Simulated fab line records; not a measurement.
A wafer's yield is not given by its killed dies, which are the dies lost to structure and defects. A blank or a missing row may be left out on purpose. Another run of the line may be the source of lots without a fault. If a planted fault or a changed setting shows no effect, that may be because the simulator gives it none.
The tool behind it: which one? :: flow gf180mcu :: 13 lots, 39 wafers sampled, at 4 steps of a route of 602

== WHAT EACH GAUGE READ, for each wafer ==
GF_PASSIVATION_BOW_MEAS_14. Usual: PASSIVATION_BOW typically reads 133 um, with standard deviation 9.8.
lot: L125
measured: day 29 13:09
on: filmMetro-03
PASSIVATION_BOW (um): 138 142 142
flag: 

lot: L126
measured: day 29 19:38
on: filmMetro-01
PASSIVATION_BOW (um): 140 135 132
flag: 

lot: L127
measured: day 30 04:52
on: filmMetro-04
PASSIVATION_BOW (um): 122 147 130
flag: 

lot: L129
measured: day 30 16:25
on: filmMetro-01
PASSIVATION_BOW (um): 129 139 134
flag: 

lot: L131
measured: day 31 12:14
on: filmMetro-04
PASSIVATION_BOW (um): 130 125 130
flag: 

lot: L132
measured: day 31 15:32
on: filmMetro-01
PASSIVATION_BOW (um): 136 132 132
flag: 

lot: L133
measured: day 31 23:40
on: filmMetro-01
PASSIVATION_BOW (um): 122 126 134
flag: 

lot: L134
measured: day 32 01:42
on: filmMetro-01
PASSIVATION_BOW (um): 125 111 118
flag: 

lot: L136
measured: day 32 13:49
on: filmMetro-04
PASSIVATION_BOW (um): 130 134 137
flag: 

lot: L138
measured: day 33 05:34
on: filmMetro-01
PASSIVATION_BOW (um): 132 132 136
flag: 

lot: L140
measured: day 33 16:30
on: filmMetro-03
PASSIVATION_BOW (um): 149 152 137
flag: 

lot: L146
measured: day 34 22:04
on: filmMetro-03
PASSIVATION_BOW (um): 144 144 139
flag: 

lot: L145
measured: day 34 22:40
on: filmMetro-04
PASSIVATION_BOW (um): 122 126 130
flag: 

== WHAT TOOL EACH LOT RAN ON (gives the tool, then ch and the chambers of the sampled wafers, and finally the start) ==
lot: L125
GF_HV_LDD_ETCHBACK_58: rieDiel-02 ch 0,1, day 13 00:28
GF_V5_SPUTTER_21: pvdSputter-02, day 27 19:39
GF_V5_CVD_23: cvdW-01 ch 0,1, day 27 19:45

lot: L126
GF_HV_LDD_ETCHBACK_58: rieDiel-04 ch 0,1,2, day 13 06:01
GF_V5_SPUTTER_21: pvdSputter-02, day 28 00:49
GF_V5_CVD_23: cvdW-02 ch 0,1, day 28 00:55

lot: L127
GF_HV_LDD_ETCHBACK_58: rieDiel-03 ch 1,2,3, day 13 17:16
GF_V5_SPUTTER_21: pvdSputter-01, day 28 10:26
GF_V5_CVD_23: cvdW-01 ch 0,1, day 28 10:32

lot: L129
GF_HV_LDD_ETCHBACK_58: rieDiel-02 ch 1,3, day 14 04:35
GF_V5_SPUTTER_21: pvdSputter-03, day 28 22:52
GF_V5_CVD_23: cvdW-02 ch 0,1, day 28 22:58

lot: L131
GF_HV_LDD_ETCHBACK_58: rieDiel-04 ch 0,3, day 15 05:31
GF_V5_SPUTTER_21: pvdSputter-02, day 29 20:47
GF_V5_CVD_23: cvdW-01 ch 0,1, day 29 20:53

lot: L132
GF_HV_LDD_ETCHBACK_58: rieDiel-04 ch 2,3, day 15 11:37
GF_V5_SPUTTER_21: pvdSputter-02, day 30 00:06
GF_V5_CVD_23: cvdW-02 ch 1, day 30 00:12

lot: L133
GF_HV_LDD_ETCHBACK_58: rieDiel-03 ch 1,2, day 15 19:25
GF_V5_SPUTTER_21: pvdSputter-02, day 30 07:53
GF_V5_CVD_23: cvdW-01 ch 1, day 30 07:59

lot: L134
GF_HV_LDD_ETCHBACK_58: rieDiel-03 ch 0,2, day 15 23:03
GF_V5_SPUTTER_21: pvdSputter-01, day 30 10:02
GF_V5_CVD_23: cvdW-02 ch 0,1, day 30 10:08

lot: L136
GF_HV_LDD_ETCHBACK_58: rieDiel-03 ch 0,2, day 16 13:02
GF_V5_SPUTTER_21: pvdSputter-03, day 30 23:35
GF_V5_CVD_23: cvdW-01 ch 0,1, day 30 23:41

lot: L138
GF_HV_LDD_ETCHBACK_58: rieDiel-02 ch 0,2,3, day 17 07:25
GF_V5_SPUTTER_21: pvdSputter-02, day 31 17:21
GF_V5_CVD_23: cvdW-01 ch 0, day 31 17:27

lot: L140
GF_HV_LDD_ETCHBACK_58: rieDiel-03 ch 3, day 17 22:46
GF_V5_SPUTTER_21: pvdSputter-01, day 32 04:01
GF_V5_CVD_23: cvdW-01 ch 0,1, day 32 04:07

lot: L146
GF_HV_LDD_ETCHBACK_58: rieDiel-03 ch 0,1, day 20 00:45
GF_V5_SPUTTER_21: pvdSputter-03, day 33 12:07
GF_V5_CVD_23: cvdW-01 ch 0,1, day 33 12:13

lot: L145
GF_HV_LDD_ETCHBACK_58: rieDiel-03 ch 1,2,3, day 20 03:32
GF_V5_SPUTTER_21: pvdSputter-02, day 33 13:06
GF_V5_CVD_23: cvdW-02 ch 0,1, day 33 13:12
- GF_HV_LDD_ETCHBACK_58: etches Si3N4 in CH3F/O2, stops on SiO2, time 100 s, target depth 90 nm.
- GF_V5_SPUTTER_21: material Ti, target thk 15 nm, time 80.02 s.
- GF_V5_CVD_23: deposits W, target thk 350 nm, time 104.9 s.

== WHAT THE TOOLS THEMSELVES READ (means of the sampled wafers that have a number; where no wafer has one, the mark that the record gives instead) ==
GF_HV_LDD_ETCHBACK_58. Usual: chamberPressureMTorr 24.999 mTorr, standard deviation 0.024; drypumpMotorCurrentA 5.85 A, standard deviation 0.3; oesProductAu 0.844 a.u., standard deviation 0.006; throttleValvePct 10.561 %, standard deviation 0.0089.
lot: L125
tool: rieDiel-02
chamberPressureMTorr (mTorr): 24.982
drypumpMotorCurrentA (A): 6.15
oesProductAu (a.u.): 0.846
throttleValvePct (%): 10.555
flag: 

lot: L126
tool: rieDiel-04
chamberPressureMTorr (mTorr): 25.002
drypumpMotorCurrentA (A): 6.07
oesProductAu (a.u.): 0.851
throttleValvePct (%): 10.563
flag: 

lot: L127
tool: rieDiel-03
chamberPressureMTorr (mTorr): 25.007
drypumpMotorCurrentA (A): 5.54
oesProductAu (a.u.): 0.850
throttleValvePct (%): 10.567
flag: 

lot: L129
tool: rieDiel-02
chamberPressureMTorr (mTorr): 24.987
drypumpMotorCurrentA (A): 5.71
oesProductAu (a.u.): 0.839
throttleValvePct (%): 10.553
flag: 

lot: L131
tool: rieDiel-04
chamberPressureMTorr (mTorr): 25.001
drypumpMotorCurrentA (A): 6.01
oesProductAu (a.u.): 0.843
throttleValvePct (%): 10.558
flag: 

lot: L132
tool: rieDiel-04
chamberPressureMTorr (mTorr): 24.985
drypumpMotorCurrentA (A): 6.13
oesProductAu (a.u.): 0.840
throttleValvePct (%): 10.567
flag: 

lot: L133
tool: rieDiel-03
chamberPressureMTorr (mTorr): 25.010
drypumpMotorCurrentA (A): 5.59
oesProductAu (a.u.): 0.843
throttleValvePct (%): 10.567
flag: 

lot: L134
tool: rieDiel-03
chamberPressureMTorr (mTorr): 24.982
drypumpMotorCurrentA (A): 5.58
oesProductAu (a.u.): 0.833
throttleValvePct (%): 10.566
flag: 

lot: L136
tool: rieDiel-03
chamberPressureMTorr (mTorr): 25.023
drypumpMotorCurrentA (A): 5.58
oesProductAu (a.u.): 0.843
throttleValvePct (%): 10.558
flag: 

lot: L138
tool: rieDiel-02
chamberPressureMTorr (mTorr): 24.983
drypumpMotorCurrentA (A): 6.10
oesProductAu (a.u.): 0.838
throttleValvePct (%): 10.569
flag: 

lot: L140
tool: rieDiel-03
chamberPressureMTorr (mTorr): 25.001
drypumpMotorCurrentA (A): 5.44
oesProductAu (a.u.): 0.852
throttleValvePct (%): 10.560
flag: 

lot: L146
tool: rieDiel-03
chamberPressureMTorr (mTorr): 24.994
drypumpMotorCurrentA (A): 5.58
oesProductAu (a.u.): 0.840
throttleValvePct (%): 10.553
flag: 

lot: L145
tool: rieDiel-03
chamberPressureMTorr (mTorr): 24.991
drypumpMotorCurrentA (A): 5.56
oesProductAu (a.u.): 0.845
throttleValvePct (%): 10.565
flag: 

GF_V5_SPUTTER_21. Usual: cathodeDcPowerW 2500.0 W, standard deviation 0.46; throttleValvePct 30.5 %, standard deviation 1.1.
lot: L125
tool: pvdSputter-02
cathodeDcPowerW (W): 2499.7
throttleValvePct (%): 31.0
flag: 

lot: L126
tool: pvdSputter-02
cathodeDcPowerW (W): 2499.9
throttleValvePct (%): 32.5
flag: 

lot: L127
tool: pvdSputter-01
cathodeDcPowerW (W): 2500.0
throttleValvePct (%): 30.1
flag: 

lot: L129
tool: pvdSputter-03
cathodeDcPowerW (W): 2500.1
throttleValvePct (%): 29.6
flag: 

lot: L131
tool: pvdSputter-02
cathodeDcPowerW (W): 2500.0
throttleValvePct (%): 31.2
flag: 

lot: L132
tool: pvdSputter-02
cathodeDcPowerW (W): 2500.3
throttleValvePct (%): 31.8
flag: 

lot: L133
tool: pvdSputter-02
cathodeDcPowerW (W): 2499.9
throttleValvePct (%): 31.5
flag: 

lot: L134
tool: pvdSputter-01
cathodeDcPowerW (W): 2499.9
throttleValvePct (%): 29.4
flag: 

lot: L136
tool: pvdSputter-03
cathodeDcPowerW (W): 2499.3
throttleValvePct (%): 29.5
flag: 

lot: L138
tool: pvdSputter-02
cathodeDcPowerW (W): 2500.1
throttleValvePct (%): 30.8
flag: 

lot: L140
tool: pvdSputter-01
cathodeDcPowerW (W): 2500.1
throttleValvePct (%): 29.4
flag: 

lot: L146
tool: pvdSputter-03
cathodeDcPowerW (W): 2500.0
throttleValvePct (%): 29.4
flag: 

lot: L145
tool: pvdSputter-02
cathodeDcPowerW (W): 2499.9
throttleValvePct (%): 31.4
flag: 

GF_V5_CVD_23. Usual: heaterPowerW at 875 W, with a standard deviation of 58.
lot: L125
tool: cvdW-01
heaterPowerW (W): 861
flag: 

lot: L126
tool: cvdW-02
heaterPowerW (W): 932
flag: 

lot: L127
tool: cvdW-01
heaterPowerW (W): 852
flag: 

lot: L129
tool: cvdW-02
heaterPowerW (W): 877
flag: 

lot: L131
tool: cvdW-01
heaterPowerW (W): 845
flag: 

lot: L132
tool: cvdW-02
heaterPowerW (W): 976
flag: 

lot: L133
tool: cvdW-01
heaterPowerW (W): 870
flag: 

lot: L134
tool: cvdW-02
heaterPowerW (W): 877
flag: 

lot: L136
tool: cvdW-01
heaterPowerW (W): 867
flag: 

lot: L138
tool: cvdW-01
heaterPowerW (W): 848
flag: 

lot: L140
tool: cvdW-01
heaterPowerW (W): 865
flag: 

lot: L146
tool: cvdW-01
heaterPowerW (W): 860
flag: 

lot: L145
tool: cvdW-02
heaterPowerW (W): 892
flag: 

== THE ANSWER, worked out from the rows above alone ==
Rule: a lot is off if the mean of its wafers that have a number lies more than 3 standard deviations from the usual mean. Also off: a lot with no number at a reading for which 4 or more lots have one. All remaining lots with rows at the step are treated as sound. Order of review: gauges by route order, followed by the tools' own readings, for which a lot's mean as printed above is used. At the first step where some lot is off, the reading lying furthest off is the one used; lots without a number count as furthest.
No lot is off on any of the readings shown, so nothing can be concluded from this.

== WHAT WAS PUT IN BY THE SIMULATOR ==
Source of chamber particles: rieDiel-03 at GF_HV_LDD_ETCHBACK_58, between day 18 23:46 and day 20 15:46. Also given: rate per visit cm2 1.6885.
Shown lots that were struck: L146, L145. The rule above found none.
